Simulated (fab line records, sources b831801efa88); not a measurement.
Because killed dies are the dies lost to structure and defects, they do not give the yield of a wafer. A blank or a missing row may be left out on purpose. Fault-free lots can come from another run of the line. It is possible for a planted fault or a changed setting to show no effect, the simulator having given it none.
Which tool was responsible? :: flow sky130 :: 18 wafers from 6 lots sampled at 3 of the route's 708 steps

WHAT EACH GAUGE READ, for each wafer
SKY_PWDE_TW_MEAS_10.
lot: L288
measured: day 4 03:12
on: film metro-01
PWDE_TW: 370.8 370.8 367.5

lot: L291
measured: day 5 06:19
on: film metro-01
PWDE_TW: 370.3 369.5 371.9

lot: L293
measured: day 5 10:15
on: film metro-02
PWDE_TW: 378.2 378.1 374.9

lot: L299
measured: day 6 15:43
on: film metro-04
PWDE_TW: 349.2 347.8 348.7

lot: L302
measured: day 7 08:06
on: film metro-01
PWDE_TW: 371.2 370.9 371.3

lot: L310
measured: day 9 09:40
on: film metro-02
PWDE_TW: 379.4 377.1 378.5

WHAT TOOL EACH LOT RAN ON (gives the tool, then ch and the chambers of the sampled wafers, and finally the start)
lot: L288
SKY_FIELD_ISO_CMP_27: cmp-01 ch 0,2,3, day 2 15:53
SKY_PWDE_IMPLANT_08: implanter-04 ch 0, day 4 02:57

lot: L291
SKY_FIELD_ISO_CMP_27: cmp-02 ch 1,2, day 3 16:27
SKY_PWDE_IMPLANT_08: implanter-04 ch 0, day 5 06:04

lot: L293
SKY_FIELD_ISO_CMP_27: cmp-01 ch 1,3, day 3 20:53
SKY_PWDE_IMPLANT_08: implanter-04 ch 0, day 5 10:00

lot: L299
SKY_FIELD_ISO_CMP_27: cmp-01 ch 0,2,3, day 5 00:30
SKY_PWDE_IMPLANT_08: implanter-03 ch 0, day 6 15:28

lot: L302
SKY_FIELD_ISO_CMP_27: cmp-02 ch 0,2,3, day 5 16:38
SKY_PWDE_IMPLANT_08: implanter-04 ch 0, day 7 07:51

lot: L310
SKY_FIELD_ISO_CMP_27: cmp-02 ch 0,2,3, day 7 12:28
SKY_PWDE_IMPLANT_08: implanter-02 ch 0, day 9 09:25
- SKY_FIELD_ISO_CMP_27: polishes, stops on Si3N4, t overpolish 16 s, target thk 457.8 nm.
- SKY_PWDE_IMPLANT_08

THE ANSWER, worked out from the rows above alone
Rule: usual is defined by the lots themselves. The widest of any qualifying gaps counts: lots, ordered by their means at a reading, are off when they make up no more than a third of the lots, leave a main group of 4 or more, and stand apart from it by 3 or more times the standard deviation of that group's means. Not used: any main group whose means are identical at the precision the tables above print for the reading. Also off: a lot with no number at a reading for which 4 or more lots have one. Any other lot the step has rows for is counted as sound.
Off: at SKY_PWDE_TW_MEAS_10 (PWDE_TW), L299. Main group: mean 373.4, sd 3.6.
If a tool, at a process step before that reading, ran all the lots that are off and no sound lot after the first of them, it fits. The gauges at SKY_PWDE_TW_MEAS_10 are tried like those tools. Can't be told from this: 3 tools fit, cmp-01 at SKY_FIELD_ISO_CMP_27, implanter-03 at SKY_PWDE_IMPLANT_08, film metro-04 at SKY_PWDE_TW_MEAS_10.

WHAT THE SIMULATOR HAD PUT IN
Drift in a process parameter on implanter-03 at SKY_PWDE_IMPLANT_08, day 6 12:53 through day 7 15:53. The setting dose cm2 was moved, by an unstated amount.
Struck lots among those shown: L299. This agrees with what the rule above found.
